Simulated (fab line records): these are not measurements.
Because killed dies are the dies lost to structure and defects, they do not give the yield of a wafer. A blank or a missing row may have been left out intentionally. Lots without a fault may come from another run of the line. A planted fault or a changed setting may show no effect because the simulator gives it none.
Matching of chambers | flow sky130 | 4 sister chambers for SKY_VIA2_ETCH_14 on rie-diel-01
The step etches BARC in N2/H2, stops on SiO2, time 45.9 s, target depth 60 nm. 20 wafers are shown with their chamber, then 10 later ones without.

## WAFERS, EACH WITH ITS CHAMBER
wafer  | chamber | drypump-motor-current-A (A) | oes-product-au (a.u.) | chamber-pressure-mTorr (mTorr)
L074.1 | 3       | 5.2                         | 0.851                 | 29.976
L074.2 | 1       | 6.6                         | 0.855                 | 29.990
L074.6 | 1       | 6.6                         | 0.857                 | 29.997
L075.2 | 3       | 5.2                         | 0.851                 | 29.942
L075.4 | 1       | 6.6                         | 0.844                 | 30.032
L075.5 | 1       | 6.6                         | 0.845                 | 30.012
L076.1 | 0       | 5.2                         | 0.857                 | 29.998
L076.5 | 3       | 5.2                         | 0.855                 | 29.986
L076.6 | 2       | 5.2                         | 0.853                 | 29.959
L077.2 | 1       | 6.6                         | 0.845                 | 30.002
L077.5 | 2       | 5.2                         | 0.857                 | 29.954
L077.6 | 3       | 5.2                         | 0.858                 | 29.997
L081.1 | 2       | 5.2                         | 0.854                 | 29.991
L081.2 | 0       | 5.2                         | 0.851                 | 29.997
L081.6 | 3       | 5.3                         | 0.847                 | 30.031
L082.2 | 1       | 6.6                         | 0.861                 | 30.000
L082.4 | 1       | 6.6                         | 0.855                 | 30.018
L082.6 | 2       | 5.2                         | 0.856                 | 30.057
L083.2 | 2       | 5.2                         | 0.863                 | 29.979
L083.4 | 0       | 5.2                         | 0.860                 | 29.971

SIGNATURES (averages over the wafers above)
reading                 | chamber 0 | chamber 1 | chamber 2 | chamber 3 | scatter within a chamber
drypump-motor-current-A | 5.200     | 6.600     | 5.200     | 5.220     | 0.0224
oes-product-au          | 0.85600   | 0.85171   | 0.85660   | 0.85240   | 0.00536
chamber-pressure-mTorr  | 29.98867  | 30.00729  | 29.98800  | 29.98640  | 0.0282
Rule: a wafer lies at a distance from a chamber equal to the root of the sum of squares, over the readings, of (its reading less the chamber's mean, divided by the reading's scatter). If the next closest chamber is less than 2 further off than the closest, the wafer can't be placed; otherwise it belongs to the closest. The scatter: the root of (the sum of the squares of (reading less its chamber's mean) over the shown wafers, divided by (wafers less chambers)).

## WAFERS WITHOUT THEIR CHAMBER
wafer  | drypump-motor-current-A (A) | oes-product-au (a.u.) | chamber-pressure-mTorr (mTorr)
L083.6 | 5.2                         | 0.854                 | 29.980
L091.2 | 5.2                         | 0.860                 | 30.032
L091.3 | 5.2                         | 0.865                 | 29.997
L091.4 | 6.6                         | 0.848                 | 30.008
L092.1 | 5.2                         | 0.854                 | 30.026
L092.3 | 5.2                         | 0.848                 | 30.017
L092.4 | 5.2                         | 0.861                 | 29.994
L096.4 | 6.6                         | 0.856                 | 29.971
L096.5 | 5.2                         | 0.848                 | 30.008
L096.6 | 6.6                         | 0.852                 | 29.977

## THE CHAMBER EACH PASSED THROUGH
wafer  | from the rows above          | in truth
L083.6 | can't be placed: 0 or 2 or 3 | 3
L091.2 | can't be placed: 2 or 0 or 3 | 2
L091.3 | can't be placed: 2 or 0 or 3 | 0
L091.4 | 1                            | 1
L092.1 | can't be placed: 0 or 2 or 3 | 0
L092.3 | can't be placed: 3 or 0 or 2 | 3
L092.4 | can't be placed: 2 or 0 or 3 | 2
L096.4 | 1                            | 1
L096.5 | can't be placed: 3 or 0 or 2 | 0
L096.6 | 1                            | 1
3 of 10 placed correctly. From these rows, 7 cannot be placed; in 7 the true chamber is one of the candidates. Placed wrongly: 0.
